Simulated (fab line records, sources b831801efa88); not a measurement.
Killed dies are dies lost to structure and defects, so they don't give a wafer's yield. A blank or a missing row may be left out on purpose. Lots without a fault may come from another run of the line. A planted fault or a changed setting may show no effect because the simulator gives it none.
Which tool did it? | flow sky130 | 12 lots, 36 wafers sampled, at 5 steps of a route of 708

WHAT THE GAUGES READ, wafer by wafer
SKY_SONOS_ONO_THK_MEAS_01. Usual: SONOS_ONO_OXIDATION_THK 2.59 nm, standard deviation 0.057.
lot  | measured     | on            | SONOS_ONO_OXIDATION_THK (nm) | flag
L908 | day 9 11:15  | film_metro-03 | 2.64 2.57 2.59               |
L910 | day 10 04:05 | film_metro-03 | 2.58 2.61 2.55               |
L911 | day 10 11:02 | film_metro-01 | 2.61 2.48 2.56               |
L912 | day 10 11:03 | film_metro-04 | 2.51 2.52 2.53               |
L913 | day 10 20:54 | film_metro-01 | 2.50 2.50 2.47               |
L914 | day 10 20:54 | film_metro-04 | 2.58 2.68 2.59               |
L915 | day 11 09:19 | film_metro-03 | 2.59 2.53 2.58               |
L923 | day 13 08:08 | film_metro-03 | 2.63 2.66 2.66               |
L924 | day 13 19:49 | film_metro-04 | 4.44 4.41 4.36               | OFF
L925 | day 14 01:26 | film_metro-01 | 4.21 4.26 4.23               | OFF
L928 | day 22 18:32 | film_metro-04 | 2.61 2.58 2.62               |
L926 | day 22 19:00 | film_metro-04 | 2.58 2.66 2.64               |

SKY_SD_N_RS_MEAS_16: measures by four-point-probe. Usual: SD_N_RS 68.43 ohm/sq, standard deviation 0.11.
lot  | measured     | on            | SD_N_RS (ohm/sq)  | flag
L908 | day 25 15:07 | film_metro-04 | 68.28 68.25 68.28 |
L910 | day 25 15:37 | film_metro-01 | 68.43 68.46 68.43 |
L911 | day 25 18:08 | film_metro-01 | 68.23 68.26 68.26 |
L912 | day 26 08:46 | film_metro-01 | 68.44 68.44 68.60 |
L913 | day 26 21:11 | film_metro-01 | 68.33 68.21 68.56 |
L914 | day 26 18:41 | film_metro-04 | 68.34 68.27 68.33 |
L915 | day 27 09:18 | film_metro-04 | 68.27 68.39 68.38 |
L923 | day 29 13:19 | film_metro-02 | 68.55 68.49 68.30 |
L924 | day 30 02:05 | film_metro-02 | 68.61 68.64 68.46 |
L925 | day 30 08:10 | film_metro-04 | 68.35 68.57 68.31 |
L928 | day 38 08:51 | film_metro-01 | 68.46 68.34 68.35 |
L926 | day 38 12:57 | film_metro-02 | 68.51 68.63 68.50 |

SKY_CONTACT_THK_MEAS_03. Usual: CONTACT_HDPCVD_THK 563 nm, standard deviation 6.3.
lot  | measured     | on            | CONTACT_HDPCVD_THK (nm) | flag
L908 | day 28 04:28 | film_metro-01 | 564 567 574             |
L910 | day 28 06:53 | film_metro-04 | 571 564 572             |
L911 | day 28 08:02 | film_metro-01 | 560 558 565             |
L912 | day 28 22:33 | film_metro-01 | 567 572 555             |
L913 | day 29 09:32 | film_metro-03 | 569 573 561             |
L914 | day 29 06:59 | film_metro-04 | 564 558 558             |
L915 | day 29 22:26 | film_metro-04 | 550 557 559             |
L923 | day 32 01:49 | film_metro-01 | 563 569 561             |
L924 | day 32 15:43 | film_metro-01 | 563 559 565             |
L925 | day 32 21:01 | film_metro-04 | 568 564 562             |
L928 | day 40 15:27 | film_metro-03 | 560 557 573             |
L926 | day 40 19:29 | film_metro-03 | 564 567 555             |

WHICH TOOL RAN EACH LOT (tool, then ch and the chambers of the sampled wafers, then the start)
lot  | SKY_SONOS_ONO_OXIDATION_00                                      | SKY_SD_P_STRIP_10
L908 | furnace-01 ch 0, day 9 09:55                                    | plasma_asher-01 ch 0,1, day 23 05:01
L910 | furnace-01 ch 0, day 10 02:45                                   | plasma_asher-04 ch 0,1, day 23 05:19
L911 | furnace-01 ch 0, day 10 09:41                                   | plasma_asher-01 ch 0,1, day 23 07:34
L912 | furnace-01 ch 0, day 10 09:41                                   | plasma_asher-04 ch 0,1, day 23 22:31
L913 | furnace-01 ch 0, day 10 19:34                                   | plasma_asher-02 ch 0,1, day 24 11:56
L914 | furnace-01 ch 0, day 10 19:34                                   | plasma_asher-02 ch 0,1, day 24 10:41
L915 | furnace-01 ch 0, day 11 07:58                                   | plasma_asher-04 ch 0,1, day 25 01:02
L923 | furnace-02 ch 0, day 13 06:47                                   | plasma_asher-04 ch 0,1, day 27 02:05
L924 | furnace-01 ch 0, day 13 16:04 and furnace-02 ch 0, day 13 18:28 | plasma_asher-04 ch 0,1, day 27 16:20
L925 | furnace-01 ch 0, day 13 21:14                                   | plasma_asher-01 ch 0,1, day 28 00:31
L928 | furnace-02 ch 0, day 22 17:11                                   | plasma_asher-01 ch 0,1, day 36 03:47
L926 | furnace-01 ch 0, day 22 17:38                                   | plasma_asher-02 ch 0,1, day 36 07:16
- SKY_SONOS_ONO_OXIDATION_00: stabilise 600 s, purge 300 s, target thk 2.6 nm.
- SKY_SD_P_STRIP_10: strips in O2/N2.

WHAT THE TOOLS THEMSELVES READ (means of the sampled wafers that have a number; where no wafer has one, the mark that the record gives instead)
SKY_SONOS_ONO_OXIDATION_00. Usual: tube_center_temp_C 800 C, standard deviation 0.072; zone_power_top_pct 25.9 %, standard deviation 0.45.
lot  | tool                  | tube_center_temp_C (C) | zone_power_top_pct (%) | flag
L908 | furnace-01            | 800                    | 25.5                   |
L910 | furnace-01            | 800                    | 25.7                   |
L911 | furnace-01            | 800                    | 25.6                   |
L912 | furnace-01            | 800                    | 25.3                   |
L913 | furnace-01            | 800                    | 25.5                   |
L914 | furnace-01            | 800                    | 25.7                   |
L915 | furnace-01            | 800                    | 25.8                   |
L923 | furnace-02            | 800                    | 26.8                   |
L924 | furnace-01/furnace-02 | 800                    | 26.1                   |
L925 | furnace-01            | 800                    | 25.8                   |
L928 | furnace-02            | 800                    | 26.7                   |
L926 | furnace-01            | 800                    | 25.8                   |

SKY_SD_P_STRIP_10. Usual: drypump_motor_current_A 5.81 A, standard deviation 0.26; oes_product_au 0.617 a.u., standard deviation 0.0049; strip_time_to_endpoint_s 17.50 s, standard deviation 0.042.
lot  | tool            | drypump_motor_current_A (A) | oes_product_au (a.u.) | strip_time_to_endpoint_s (s) | flag
L908 | plasma_asher-01 | 5.54                        | 0.613                 | 17.50                        |
L910 | plasma_asher-04 | 5.67                        | 0.617                 | 17.51                        |
L911 | plasma_asher-01 | 5.52                        | 0.620                 | 17.53                        |
L912 | plasma_asher-04 | 5.65                        | 0.616                 | 17.52                        |
L913 | plasma_asher-02 | 5.96                        | 0.620                 | 17.47                        |
L914 | plasma_asher-02 | 5.96                        | 0.621                 | 17.51                        |
L915 | plasma_asher-04 | 5.80                        | 0.619                 | 17.43                        |
L923 | plasma_asher-04 | 5.65                        | 0.618                 | 17.47                        |
L924 | plasma_asher-04 | 5.79                        | 0.618                 | 17.40                        |
L925 | plasma_asher-01 | 5.78                        | 0.614                 | 17.48                        |
L928 | plasma_asher-01 | 5.79                        | 0.614                 | 17.53                        |
L926 | plasma_asher-02 | 5.96                        | 0.613                 | 17.51                        |

THE ANSWER, worked out from the rows above alone
Rule: a lot is off if the mean of its wafers that have a number lies more than 3 standard deviations from the usual mean. A lot without any number at a reading at which 4 lots or more have one is off too. The other lots that the step has rows for count as sound. The gauges are gone through in route order, then the tools' own readings, and for those a lot's mean is taken as printed above. The first step at which some lot is off is used, and at that step the reading that is off furthest; a lot without a number counts as furthest.
Off: L924, L925, at SKY_SONOS_ONO_THK_MEAS_01 (SONOS_ONO_OXIDATION_THK).
A tool fits if, at a process step before that reading, it ran every lot that is off, and no sound lot after the first of them. The gauges at SKY_SONOS_ONO_THK_MEAS_01 are tried like those tools. None of those tried fits.

WHAT THE SIMULATOR HAD PUT IN
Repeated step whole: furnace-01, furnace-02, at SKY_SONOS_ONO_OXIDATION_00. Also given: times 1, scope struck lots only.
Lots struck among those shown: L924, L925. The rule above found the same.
